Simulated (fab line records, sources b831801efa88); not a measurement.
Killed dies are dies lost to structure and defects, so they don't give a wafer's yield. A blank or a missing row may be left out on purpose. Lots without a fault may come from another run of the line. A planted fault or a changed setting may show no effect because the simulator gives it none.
A struck lot beside a sound one | flow gf180mcu | 21 steps out of a route of 602
Sound: wafers L823.4, L823.5, L823.6. Struck: wafers L822.2, L822.5, L822.6. The cause comes at the end.
At each step with rows: each side's tool, then ch and its chambers, then its first start. Under that, the readings that differ: sound wafers | struck wafers | difference of the means | sigmas: that difference in standard deviations of wafers without a fault.
alike: readings whose means differ by less than 2 such deviations, and words and numbers that are the same on both sides. not compared: withheld readings, readings that some wafer has no value for, bounds like >300 that may hide the same value, and numbers for which the record gives no deviation and whose values overlap.
The two part at a step that has a row with sigmas, a row that says differs or no value, or rows on one side only. Numbers that don't overlap but have no deviation are shown without sigmas and don't part them. A reading that every wafer of one side lacks parts them only if that side has two wafers or more.

first, 3 steps without rows for these wafers: GF_NWELL_EXPOSE_04 (exposes mask Nwell, target cd 860 nm); GF_NWELL_PEB_05; GF_NWELL_DEVELOP_06 (develop time 60 s).
GF_NWELL_OVL_MEAS_07:
  sound on overlay-01, day 4 19:31; struck on overlay-02, day 4 12:32
  alike: NWELL_OVL
then, 2 steps without rows for these wafers: GF_NWELL_IMPLANT_08; GF_NWELL_IMPLANT_09.
GF_NWELL_STRIP_10: strips in O2/N2.
  sound on plasma_asher-03 ch 0,1, day 4 19:52; struck on plasma_asher-01 ch 0,1, day 4 12:52
  alike: drypump_motor_current_A, heater_power_w, oes_product_au, strip_time_to_endpoint_s
  not compared: rf_hours_counter_h
GF_NWELL_TW_MEAS_11:
  sound on film_metro-04, day 4 19:58; struck on film_metro-03, day 4 12:59
  reading  | sound          | struck         | difference | sigmas
  NWELL_TW | 1560 1557 1556 | 1597 1605 1606 | +45        | +2
then, 4 steps without rows for these wafers: GF_LVPWELL_DEHYDRATE_00 (time 60 s); GF_LVPWELL_HMDS_01 (prime time 60 s); GF_LVPWELL_COAT_02 (resist thk 3000 nm); GF_LVPWELL_SOFTBAKE_03.
GF_LVPWELL_EXPOSE_04: exposes mask LVPWELL, target cd 600 nm.
  sound on iline_stepper-02 ch 0, day 5 02:06; struck on iline_stepper-01 ch 0, day 4 20:07
  reading | sound                         | struck               | difference | sigmas
  mask    | LVPWELL#0 LVPWELL#0 LVPWELL#0 | MVSD#0 MVSD#0 MVSD#0 | differs    |
then, 2 steps without rows for these wafers: GF_LVPWELL_PEB_05; GF_LVPWELL_DEVELOP_06 (develop time 60 s).
GF_LVPWELL_OVL_MEAS_07:
  sound on overlay-01, day 5 08:46; struck on overlay-02, day 5 02:08
  reading          | sound         | struck | difference                    | sigmas
  LVPWELL_OVL (nm) | 0.2 -0.3 -1.2 | - - -  | no value on the struck wafers |
then, 2 steps without rows for these wafers: GF_LVPWELL_IMPLANT_08; GF_LVPWELL_IMPLANT_09.
GF_LVPWELL_STRIP_10: strips in O2/N2.
  sound on plasma_asher-01 ch 0,1, day 5 09:07; struck on plasma_asher-02 ch 0,1, day 5 02:30
  reading            | sound       | struck      | difference | sigmas
  heater_power_w (W) | 341 301 333 | 430 416 397 | +89        | +2
  alike: drypump_motor_current_A, oes_product_au, strip_time_to_endpoint_s
  not compared: rf_hours_counter_h
GF_LVPWELL_TW_MEAS_11:
  sound on film_metro-01, day 5 09:12; struck on film_metro-03, day 5 02:37
  reading    | sound       | struck   | difference | sigmas
  LVPWELL_TW | 555 555 554 | 30 31 31 | -524       | -66
then, 1 step without rows for these wafers: GF_MVSD_DEHYDRATE_00 (time 60 s).

WHERE THEY PART
First at GF_NWELL_TW_MEAS_11; last, within this record, at GF_LVPWELL_TW_MEAS_11.

WHY: what the simulator had put in
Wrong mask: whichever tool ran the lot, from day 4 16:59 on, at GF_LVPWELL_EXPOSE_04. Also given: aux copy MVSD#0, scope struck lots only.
